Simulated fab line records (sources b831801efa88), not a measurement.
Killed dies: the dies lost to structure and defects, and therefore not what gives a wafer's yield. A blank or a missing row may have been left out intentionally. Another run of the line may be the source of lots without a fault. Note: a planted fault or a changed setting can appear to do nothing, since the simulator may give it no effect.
Which of the tools did it? ; flow sky130 ; 13 lots with 39 wafers sampled at 3 steps, on a route of 708 steps

## WHAT EACH GAUGE READ, for each wafer
SKY_PWDE_TW_MEAS_10.
lot;measured;on;PWDE_TW
L690;day 4 00:14;film metro-01;369 371 369
L692;day 4 10:18;film metro-01;370 371 371
L694;day 5 09:30;film metro-02;371 371 370
L695;day 5 09:52;film metro-04;381 381 381
L697;day 5 18:29;film metro-04;379 382 380
L698;day 6 07:28;film metro-04;379 380 380
L700;day 6 12:13;film metro-04;377 377 377
L702;day 6 16:20;film metro-04;379 377 380
L703;day 7 10:26;film metro-04;378 377 378
L709;day 8 09:44;film metro-04;378 376 377
L711;day 8 21:09;film metro-02;370 368 369
L712;day 9 01:22;film metro-01;370 370 369
L713;day 9 06:25;film metro-01;369 372 371

## EACH LOT AND THE TOOL THAT RAN IT (in order: tool; ch and the chambers of the sampled wafers; start)
lot;SKY_FIELD_ISO_ETCH_15;SKY_FIELD_ISO_CMP_27
L690;rie diel-01 ch 0,2,3, day 2 07:01;cmp-01 ch 1,2,3, day 2 14:48
L692;rie diel-04 ch 0,1,2, day 2 15:39;cmp-02 ch 0,1,2, day 2 20:41
L694;rie diel-01 ch 1,2,3, day 3 03:43;cmp-02 ch 2,3, day 3 18:02
L695;rie diel-02 ch 2,3, day 3 07:02;cmp-02 ch 2,3, day 3 17:44
L697;rie diel-01 ch 1,2,3, day 3 18:48;cmp-02 ch 0,3, day 4 02:28
L698;rie diel-02 ch 0,1, day 4 02:48;cmp-02 ch 1,2, day 4 15:31
L700;rie diel-04 ch 1,2, day 4 13:42;cmp-02 ch 0,2, day 4 21:40
L702;rie diel-01 ch 0,2,3, day 4 21:25;cmp-02 ch 0,1,3, day 5 02:05
L703;rie diel-01 ch 1,3, day 5 07:18;cmp-02 ch 1,3, day 5 15:32
L709;rie diel-01 ch 0,2,3, day 6 10:21;cmp-02 ch 0,3, day 6 14:46
L711;rie diel-02 ch 0,3, day 6 19:54;cmp-02 ch 0,3, day 7 01:09
L712;rie diel-04 ch 0,1, day 7 01:24;cmp-02 ch 1,2,3, day 7 05:48
L713;rie diel-02 ch 2,3, day 7 05:12;cmp-01 ch 1,2, day 7 10:07
- SKY_FIELD_ISO_ETCH_15: etches the open film in CHF3/O2, stops on Si, target depth 180 nm, time 72 s.
- SKY_FIELD_ISO_CMP_27: polishes, stops on Si3N4, t overpolish 16 s, target thk 457.8 nm.

## AS READ BY THE TOOLS THEMSELVES (means over the sampled wafers that have a number; for cases with no such wafer, the mark the record gives instead)
SKY_FIELD_ISO_ETCH_15.
lot;tool;chf3 flow sccm (sccm);drypump motor current A (A);oes product au (a.u.);throttle valve pct (%)
L690;rie diel-01;49.97;5.7;0.949;8.840
L692;rie diel-04;49.97;6.1;0.951;8.853
L694;rie diel-01;49.95;5.2;0.947;8.844
L695;rie diel-02;50.11;6.2;0.944;8.835
L697;rie diel-01;49.96;5.3;0.948;8.841
L698;rie diel-02;49.63;6.1;0.941;8.841
L700;rie diel-04;49.95;6.2;0.941;8.842
L702;rie diel-01;49.84;5.7;0.948;8.841
L703;rie diel-01;50.13;5.3;0.942;8.839
L709;rie diel-01;50.09;5.7;0.949;8.861
L711;rie diel-02;50.02;6.0;0.949;8.849
L712;rie diel-04;49.88;6.0;0.946;8.845
L713;rie diel-02;49.88;6.2;0.938;8.833

SKY_FIELD_ISO_CMP_27.
lot;tool;motor current A (A);overpolish run s (s);time to endpoint s (s)
L690;cmp-01;10.8;16.009;119
L692;cmp-02;11.6;16.001;115
L694;cmp-02;11.3;15.994;116
L695;cmp-02;11.9;15.998;117
L697;cmp-02;11.5;16.001;118
L698;cmp-02;11.8;16.001;117
L700;cmp-02;12.1;15.998;112
L702;cmp-02;11.6;15.986;114
L703;cmp-02;12.0;15.993;115
L709;cmp-02;11.6;15.992;110
L711;cmp-02;11.5;16.004;107
L712;cmp-02;11.9;15.995;112
L713;cmp-01;11.5;15.996;111

## THE ANSWER, worked out from the rows above alone
Rule: the lots themselves supply what counts as usual. The widest of any qualifying gaps counts: lots, ordered by their means at a reading, are off when they make up no more than a third of the lots, leave a main group of 4 or more, and stand apart from it by 3 or more times the standard deviation of that group's means. The tables above print the reading to a certain number of digits; a main group whose means all agree to those digits is not used. A lot without any number at a reading at which 4 lots or more have one is off too. Any other lot the step has rows for is counted as sound. The gauges are gone through in route order, then the tools' own readings, and for those a lot's mean is taken as printed above. The first step at which some lot is off is used, and at that step the reading that is off furthest; a lot without a number counts as furthest.
Across all readings shown, no lot is off: no conclusion can be drawn from this.

## WHAT WAS PUT IN BY THE SIMULATOR
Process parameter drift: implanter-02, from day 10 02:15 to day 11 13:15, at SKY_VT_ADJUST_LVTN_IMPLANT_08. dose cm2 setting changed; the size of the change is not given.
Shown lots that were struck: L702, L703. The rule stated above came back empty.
